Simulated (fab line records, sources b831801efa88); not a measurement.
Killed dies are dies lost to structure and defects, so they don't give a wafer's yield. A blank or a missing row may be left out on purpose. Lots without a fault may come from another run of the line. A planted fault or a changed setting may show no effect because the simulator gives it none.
Problem report in the 8D (eight disciplines) form, filled by code | flow gf180mcu | the parts of the form that need people (team, actions taken, sign-off) are left out

1. THE PROBLEM
HV_LDD_CVD_56_THK at GF_HV_LDD_THK_MEAS_57 reads a mean of 106.8 nm on 6 wafers of 2 lots; wafers without a fault read 90.0 nm with a standard deviation of 0.79. That is +21 standard deviations from the usual mean.
First seen on wafer L329.1, day 17 04:23, on film_metro-01. The record holds 33 wafers of 11 lots with a number at this step. Rule for "out", or "out of limits": more than 4 standard deviations from the usual mean. The other wafers with a number count as sound.

2. WHAT IT IS AND WHAT IT IS NOT
question                    | is                           | is not
which readings at this step | HV_LDD_CVD_56_THK            | -
which lots                  | L329, L330                   | L315, L319, L320, L322, L323, L324, L325, L334, L335
which wafers of those lots  | all that have a number       | -
read on which gauges        | film_metro-01, film_metro-04 | film_metro-02
when                        | from day 17 04:23            | up to then (21 sound wafers); but 6 sound wafers of L334, L335 came after

3. SUSPECTS, AND WHAT RULES EACH OUT
Counting: a tool at a process step up to the reading stays a suspect if it ran every lot that is out and no sound lot after the first of them.
- the gauge at GF_HV_LDD_THK_MEAS_57: ruled out. The wafers that are out were read on 2 gauges (film_metro-01, film_metro-04).
- lpcvd-01 at GF_HV_LDD_CVD_56 (deposits Si3N4 from DCS/NH3, target thk 90 nm, time 1543 s): kept. It ran every lot that is out, first L329 (day 17 02:58), and no sound lot after that; its last sound lot up to then is L324 (day 15 19:14).
Left after counting: lpcvd-01 at GF_HV_LDD_CVD_56.

4. THE CAUSE (what the simulator had put in)
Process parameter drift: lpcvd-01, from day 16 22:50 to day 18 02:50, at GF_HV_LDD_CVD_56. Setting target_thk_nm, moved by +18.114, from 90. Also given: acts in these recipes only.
Counting left only this tool.

5. THE CHAIN OF EFFECTS, in route order
Each row: a reading whose mean over the struck wafers that have a number lies more than 3 standard deviations from the usual. Only readings for which the record gives a usual standard deviation are gone through. hours: the time from each lot's start at the first step in this table that gives one to its start at this step, as a median over the lots. sigmas: the change in usual standard deviations.
hours | step                  | reading           | usual      | on struck wafers | change | sigmas
0     | GF_HV_LDD_THK_MEAS_57 | HV_LDD_CVD_56_THK | 90.0 nm    | 106.8            | +16.8  | +21
0     | GF_HV_LDD_ETCHBACK_58 | oes_product_au    | 0.843 a.u. | 0.928            | +0.085 | +13
The process steps in it:
- GF_HV_LDD_ETCHBACK_58: etches Si3N4 in CH3F/O2, stops on SiO2, time 100 s, target depth 90 nm.

6. WHAT WOULD HAVE CAUGHT IT SOONER
In this record the first reading out of limits at a measuring or inspecting step was taken at day 17 04:23, 6 hours after the fault began at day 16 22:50.
Of the tool readings at GF_HV_LDD_CVD_56 for which the record gives a usual standard deviation, none was out on any struck wafer, so an alarm limit of 4 standard deviations on them would not have fired.
Of the lots that are out (2), L330 began GF_HV_LDD_CVD_56 on lpcvd-01 after day 17 04:23. A hold on the tool at that time would have spared it.
